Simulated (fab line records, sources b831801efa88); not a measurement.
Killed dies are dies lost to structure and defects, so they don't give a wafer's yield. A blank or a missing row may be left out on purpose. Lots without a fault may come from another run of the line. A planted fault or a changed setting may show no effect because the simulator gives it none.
A struck lot beside a sound one | flow sky130 | 15 steps out of a route of 708
Sound: wafers L517.1, L517.2, L517.5. Struck: wafers L530.2, L530.3, L530.5. The cause comes at the end.
At each step with rows: each side's tool, then ch and its chambers, then its first start. Under that, the readings that differ: sound wafers | struck wafers | difference of the means | sigmas: that difference in standard deviations of wafers without a fault.
alike: readings whose means differ by less than 2 such deviations, and words and numbers that are the same on both sides. not compared: withheld readings, readings that some wafer has no value for, bounds like >300 that may hide the same value, and numbers for which the record gives no deviation and whose values overlap.
The two part at a step that has a row with sigmas, a row that says differs or no value, or rows on one side only. Numbers that don't overlap but have no deviation are shown without sigmas and don't part them. A reading that every wafer of one side lacks parts them only if that side has two wafers or more.

SKY_VIA3_CMP_02: polishes SiO2.
  sound on cmp-01 ch 0,3, day 41 15:52; struck on cmp-01 ch 0,2,3, day 45 01:35
  alike: motor_current_A
SKY_VIA3_BOW_MEAS_03:
  sound on film_metro-03, day 41 16:10; struck on film_metro-02, day 45 01:54
  alike: VIA3_BOW
then, 8 steps without rows for these wafers: SKY_VIA3_DEHYDRATE_04 (time 60 s); SKY_VIA3_HMDS_05 (prime time 60 s); SKY_VIA3_COAT_06 (resist thk 60 nm); SKY_VIA3_COAT_07 (resist thk 450 nm); SKY_VIA3_SOFTBAKE_08 (time 90 s); SKY_VIA3_EXPOSE_09 (exposes mask VIM3, target cd 200 nm); SKY_VIA3_PEB_10; SKY_VIA3_DEVELOP_11 (develop time 60 s).
SKY_VIA3_CD_MEAS_12: target cd 200 nm.
  sound on cd_sem-02, day 42 15:47; struck on cd_sem-01, day 45 22:52
  alike: cd_nm
SKY_VIA3_OVL_MEAS_13:
  sound on overlay-01, day 42 15:55; struck on overlay-02, day 45 22:59
  alike: VIA3_OVL
SKY_VIA3_ETCH_14: etches BARC in N2/H2, stops on SiO2, time 45.9 s, target depth 60 nm.
  sound on rie_diel-04 ch 0,2, day 42 15:57; struck on rie_diel-01 ch 1,2,3, day 45 23:01
  reading    | sound            | struck         | difference | sigmas
  bias_w (W) | 99.4 100.0 100.0 | 93.9 94.4 94.3 | -5.6       | -17
  alike: drypump_motor_current_A, oes_product_au, throttle_valve_pct
  not compared: rf_hours_counter_h
SKY_VIA3_ETCH_15: etches SiO2 in C4F8/O2/Ar, stops on TiN, target depth 507 nm, time 78 s.
  sound on rie_diel-04 ch 0,2, day 42 15:59; struck on rie_diel-01 ch 1,2,3, day 45 23:03
  reading               | sound             | struck            | difference | sigmas
  oes_product_au (a.u.) | 0.940 0.939 0.948 | 0.954 0.953 0.950 | +0.010     | +2
  alike: bias_w
  not compared: rf_hours_counter_h
-- the record jumps here: 5 days lie between the struck wafers' starts before and after (it left off in module VIA3 and takes up again in module PAD_OPEN, whose first step shown is number 708 of the route) --
SKY_PAD_OPEN_PROBE_99:
  sound on prober-01, day 48 07:31; struck on prober-01, day 50 22:25
  alike: defect_limited_yield, killed_at_M0_to_M3, killed_at_M4_up, killed_at_contacts, killed_at_front_end, killed_at_other, killed_dies, killed_open, killed_short, sort_bin_3_pad_short, sort_bin_5_function, sort_bin_6_memory, sort_n_pass, sort_yield_pct

WHERE THEY PART
First at SKY_VIA3_ETCH_14; last, within this record, at SKY_VIA3_ETCH_15. Later steps at which nothing parts them and some readings are alike: SKY_PAD_OPEN_PROBE_99.

WHY: what the simulator had put in
Process parameter drift: rie_diel-01, from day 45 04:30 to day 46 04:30, at SKY_VIA3_ETCH_14. Setting bias_w, moved by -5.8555, from 100. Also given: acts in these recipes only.
